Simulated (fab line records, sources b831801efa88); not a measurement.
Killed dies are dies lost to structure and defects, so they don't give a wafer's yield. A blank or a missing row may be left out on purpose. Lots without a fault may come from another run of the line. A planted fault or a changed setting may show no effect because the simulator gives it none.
Which tool did it? | flow sky130 | 12 lots, 36 wafers sampled, at 4 steps of a route of 708

WHAT THE GAUGES READ, wafer by wafer
SKY_SD_P_OVL_MEAS_08. Usual: SD_P_OVL -0.6 nm, standard deviation 1.5.
lot  | measured     | on         | SD_P_OVL (nm)  | flag
L388 | day 26 13:21 | overlay-01 | 2.0 0.8 0.9    |
L389 | day 26 14:35 | overlay-01 | -0.6 -0.4 -0.4 |
L391 | day 26 14:55 | overlay-01 | -1.5 -3.3 -3.5 |
L390 | day 26 16:49 | overlay-01 | -0.4 -1.9 -1.8 |
L395 | day 28 20:46 | overlay-02 | 0.3 0.9 2.4    |
L399 | day 29 08:37 | overlay-01 | 69.6 70.9 69.5 | OFF
L400 | day 29 10:21 | overlay-01 | 69.5 71.6 70.2 | OFF
L401 | day 29 22:14 | overlay-01 | -3.1 -1.6 -2.1 |
L402 | day 30 11:23 | overlay-01 | 0.4 -2.0 -1.2  |
L405 | day 31 09:47 | overlay-01 | 1.0 1.5 -0.7   |
L406 | day 31 14:20 | overlay-01 | 0.5 -0.4 -0.6  |
L407 | day 32 07:10 | overlay-02 | 1.3 -0.7 0.8   |

SKY_METAL1_THK_MEAS_06: measures by xrf. Usual: METAL1_ALCU_THK 248 nm, standard deviation 3.3.
lot  | measured     | on            | METAL1_ALCU_THK (nm) | flag
L388 | day 32 16:23 | film_metro-01 | 250 243 250          |
L389 | day 32 18:04 | film_metro-01 | 248 253 251          |
L391 | day 32 20:11 | film_metro-01 | 250 251 246          |
L390 | day 32 20:20 | film_metro-03 | 252 247 249          |
L395 | day 34 20:52 | film_metro-03 | 254 248 248          |
L399 | day 35 07:46 | film_metro-04 | 247 252 246          |
L400 | day 35 09:17 | film_metro-04 | 249 247 247          |
L401 | day 35 19:49 | film_metro-01 | 244 250 243          |
L402 | day 36 08:37 | film_metro-03 | 254 249 251          |
L405 | day 37 05:58 | film_metro-04 | 250 254 251          |
L406 | day 37 09:34 | film_metro-03 | 251 246 248          |
L407 | day 38 02:08 | film_metro-04 | 252 247 246          |

WHICH TOOL RAN EACH LOT (tool, then ch and the chambers of the sampled wafers, then the start)
lot  | SKY_SD_P_EXPOSE_04                  | SKY_LOCAL_INTERCONNECT_STRIP_15
L388 | iline_stepper-02 ch 0, day 25 23:46 | plasma_asher-04 ch 0,1, day 31 10:19
L389 | iline_stepper-01 ch 0, day 26 00:44 | plasma_asher-01 ch 0,1, day 31 12:38
L391 | iline_stepper-02 ch 0, day 26 01:09 | plasma_asher-04 ch 0,1, day 31 13:49
L390 | iline_stepper-02 ch 0, day 26 03:17 | plasma_asher-01 ch 0,1, day 31 14:10
L395 | iline_stepper-01 ch 0, day 28 06:11 | plasma_asher-03 ch 0,1, day 33 15:08
L399 | iline_stepper-02 ch 0, day 28 18:35 | plasma_asher-03 ch 0,1, day 34 01:26
L400 | iline_stepper-02 ch 0, day 28 19:55 | plasma_asher-01 ch 0,1, day 34 02:25
L401 | iline_stepper-01 ch 0, day 29 07:53 | plasma_asher-04 ch 0, day 34 14:10
L402 | iline_stepper-01 ch 0, day 29 21:43 | plasma_asher-01 ch 0,1, day 35 03:59
L405 | iline_stepper-01 ch 0, day 30 20:32 | plasma_asher-04 ch 0,1, day 36 01:32
L406 | iline_stepper-01 ch 0, day 31 00:41 | plasma_asher-01 ch 0,1, day 36 05:29
L407 | iline_stepper-01 ch 0, day 31 17:13 | plasma_asher-01 ch 0,1, day 36 20:56
- SKY_SD_P_EXPOSE_04: exposes mask PSDM, target cd 380 nm.
- SKY_LOCAL_INTERCONNECT_STRIP_15: strips in O2/N2.

WHAT THE TOOLS THEMSELVES READ (means of the sampled wafers that have a number; where no wafer has one, the mark that the record gives instead)
SKY_LOCAL_INTERCONNECT_STRIP_15. Usual: drypump_motor_current_A 5.96 A, standard deviation 0.3; oes_product_au 0.426 a.u., standard deviation 0.0045; strip_time_to_endpoint_s 4.739 s, standard deviation 0.025.
lot  | tool            | drypump_motor_current_A (A) | oes_product_au (a.u.) | strip_time_to_endpoint_s (s) | flag
L388 | plasma_asher-04 | 5.80                        | 0.431                 | 4.756                        |
L389 | plasma_asher-01 | 6.17                        | 0.425                 | 4.746                        |
L391 | plasma_asher-04 | 5.78                        | 0.426                 | 4.727                        |
L390 | plasma_asher-01 | 6.09                        | 0.424                 | 4.749                        |
L395 | plasma_asher-03 | 5.58                        | 0.422                 | 4.745                        |
L399 | plasma_asher-03 | 5.58                        | 0.425                 | 4.729                        |
L400 | plasma_asher-01 | 6.18                        | 0.429                 | 4.712                        |
L401 | plasma_asher-04 | 5.57                        | 0.426                 | 4.764                        |
L402 | plasma_asher-01 | 6.18                        | 0.423                 | 4.744                        |
L405 | plasma_asher-04 | 5.78                        | 0.427                 | 4.738                        |
L406 | plasma_asher-01 | 6.18                        | 0.426                 | 4.741                        |
L407 | plasma_asher-01 | 6.17                        | 0.424                 | 4.785                        |

THE ANSWER, worked out from the rows above alone
Rule: a lot is off if the mean of its wafers that have a number lies more than 3 standard deviations from the usual mean. A lot without any number at a reading at which 4 lots or more have one is off too. The other lots that the step has rows for count as sound. The gauges are gone through in route order, then the tools' own readings, and for those a lot's mean is taken as printed above. The first step at which some lot is off is used, and at that step the reading that is off furthest; a lot without a number counts as furthest.
Off: L399, L400, at SKY_SD_P_OVL_MEAS_08 (SD_P_OVL).
A tool fits if, at a process step before that reading, it ran every lot that is off, and no sound lot after the first of them. The gauges at SKY_SD_P_OVL_MEAS_08 are tried like those tools. One fits: iline_stepper-02 at SKY_SD_P_EXPOSE_04. Its last sound lot is L390 (day 26 03:17), its first lot that is off L399 (day 28 18:35): a fault that began between those two fits.

WHAT THE SIMULATOR HAD PUT IN
Scanner matching overlay: iline_stepper-02, from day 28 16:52 on, at SKY_SD_P_EXPOSE_04. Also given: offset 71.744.
Lots struck among those shown: L399, L400. The rule above found the same.
